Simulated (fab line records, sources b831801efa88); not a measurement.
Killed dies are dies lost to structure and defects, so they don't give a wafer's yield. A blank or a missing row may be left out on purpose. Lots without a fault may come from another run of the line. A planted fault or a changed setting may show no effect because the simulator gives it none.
A struck lot beside a sound one | flow sfq_line | 18 steps out of a route of 325
Sound: wafers L284.2, L284.3, L284.5. Struck: wafers L299.1, L299.6. (L299.4 of the same lot was not struck and is left out.) The cause comes at the end.
At each step with rows: each side's tool, then ch and its chambers, then its first start. Under that, the readings that differ: sound wafers | struck wafers | difference of the means | sigmas: that difference in standard deviations of wafers without a fault.
alike: readings whose means differ by less than 2 such deviations, and words and numbers that are the same on both sides. not compared: withheld readings, readings that some wafer has no value for, bounds like >300 that may hide the same value, and numbers for which the record gives no deviation and whose values overlap.
The two part at a step that has a row with sigmas, a row that says differs or no value, or rows on one side only. Numbers that don't overlap but have no deviation are shown without sigmas and don't part them. A reading that every wafer of one side lacks parts them only if that side has two wafers or more.

SFQ_TRILAYER_M0_BARC_OPEN_METAL_ETCH_031: etches BARC in O2, target depth 125 nm, time 41.7 s.
  sound on rie_metal-04 ch 0, day 7 01:33; struck on rie_metal-04 ch 0,1, day 10 22:44
  reading                      | sound          | struck    | difference | sigmas
  he_backside_leak_sccm (sccm) | 3.93 3.80 3.85 | 3.27 3.14 | -0.65      | -2
  alike: drypump_motor_current_A, oes_product_au
  not compared: rf_hours_counter_h
SFQ_TRILAYER_M0_ETCH_METAL_ETCH_024: etches Nb in Cl2/Ar, stops on SiO2, target depth 240 nm, time 120 s.
  sound on rie_metal-04 ch 0, day 7 01:41; struck on rie_metal-04 ch 0,1, day 10 22:47
  alike: drypump_motor_current_A, he_backside_leak_sccm, oes_product_au
  not compared: rf_hours_counter_h
SFQ_TRILAYER_M0_STRIP_STRIP_025: strips in O2.
  sound on rie_metal-04 ch 0, day 7 02:06; struck on rie_metal-04 ch 0,1, day 10 22:55
  alike: drypump_motor_current_A, he_backside_leak_sccm, oes_product_au, platen_temp_c
  not compared: rf_hours_counter_h
then, 2 steps without rows for these wafers: SFQ_TRILAYER_M0_STRIP_SOLV_CLEAN_026 (cleans in NMP, time 600 s); SFQ_TRILAYER_I0_DEP_PECVD_027 (deposits SiO2 from SiH4/N2O, time 111.11 s, target thk 500 nm).
SFQ_TRILAYER_I0_CMP_CMP_028: polishes SiO2.
  sound on cmp-02 ch 0,1, day 7 10:27; struck on cmp-02 ch 1,2, day 11 05:17
  alike: motor_current_A, platen_rpm, time_to_endpoint_s
SFQ_I0_BOW_MEAS_907:
  sound on film_metro-03, day 7 13:28; struck on film_metro-03, day 11 06:47
  alike: I0_BOW
then, 5 steps without rows for these wafers: SFQ_TRILAYER_I0_METRO_MEASURE_029; SFQ_TRILAYER_I0_VIA_LITHO_COAT_036 (resist thk 62 nm); SFQ_TRILAYER_I0_VIA_LITHO_COAT_031 (resist thk 650 nm); SFQ_TRILAYER_I0_VIA_LITHO_SOFTBAKE_035; SFQ_TRILAYER_I0_VIA_LITHO_EXPOSE_032 (exposes mask I0, target cd 500 nm).
-- the record jumps here: 5 days lie between the struck wafers' starts before and after --
SFQ_TRILAYER_I0_VIA_LITHO_PEB_034: peb time 60 s.
  sound on litho_track-04 ch 0, day 11 09:14; struck on litho_track-04 ch 0, day 16 10:43
then, 1 step without rows for these wafers: SFQ_TRILAYER_I0_VIA_LITHO_DEVELOP_033 (time 60 s).
SFQ_I0_OVL_MEAS_908:
  sound on overlay-01, day 11 09:31; struck on overlay-01, day 16 11:01
  alike: I0_OVL
SFQ_TRILAYER_I0_VIA_BARC_OPEN_VIA_ETCH_046: etches BARC in O2, target depth 125 nm, time 41.7 s.
  sound on rie_diel-03 ch 1,2,3, day 11 09:33; struck on rie_diel-01 ch 0, day 16 11:02
  reading             | sound             | struck      | difference | sigmas
  model.I0.cd_nm (nm) | 500.6 501.3 499.3 | 551.7 550.9 | +50.9      |
  alike: drypump_motor_current_A, oes_product_au
  not compared: rf_hours_counter_h
SFQ_TRILAYER_I0_VIA_ETCH_VIA_ETCH_034: etches SiO2 in CHF3, stops on Nb, target depth 260 nm.
  sound on rie_diel-03 ch 1,2,3, day 11 09:35; struck on rie_diel-01 ch 0, day 16 11:05
  reading             | sound           | struck      | difference | sigmas
  model.I0.cd_nm (nm) | 502.6 502 499.7 | 552.4 551.8 | +50.7      |
  alike: drypump_motor_current_A, oes_product_au
SFQ_TRILAYER_I0_VIA_STRIP_STRIP_035: strips in O2.
  sound on rie_metal-03 ch 0,1, day 11 09:43; struck on rie_metal-03 ch 0,1, day 16 11:12
  reading                      | sound          | struck    | difference | sigmas
  he_backside_leak_sccm (sccm) | 3.30 3.67 3.27 | 3.66 4.87 | +0.85      | +3
  alike: drypump_motor_current_A, oes_product_au, platen_temp_c
  not compared: rf_hours_counter_h

WHERE THEY PART
First at SFQ_TRILAYER_M0_BARC_OPEN_METAL_ETCH_031; last, within this record, at SFQ_TRILAYER_I0_VIA_STRIP_STRIP_035.

WHY: what the simulator had put in
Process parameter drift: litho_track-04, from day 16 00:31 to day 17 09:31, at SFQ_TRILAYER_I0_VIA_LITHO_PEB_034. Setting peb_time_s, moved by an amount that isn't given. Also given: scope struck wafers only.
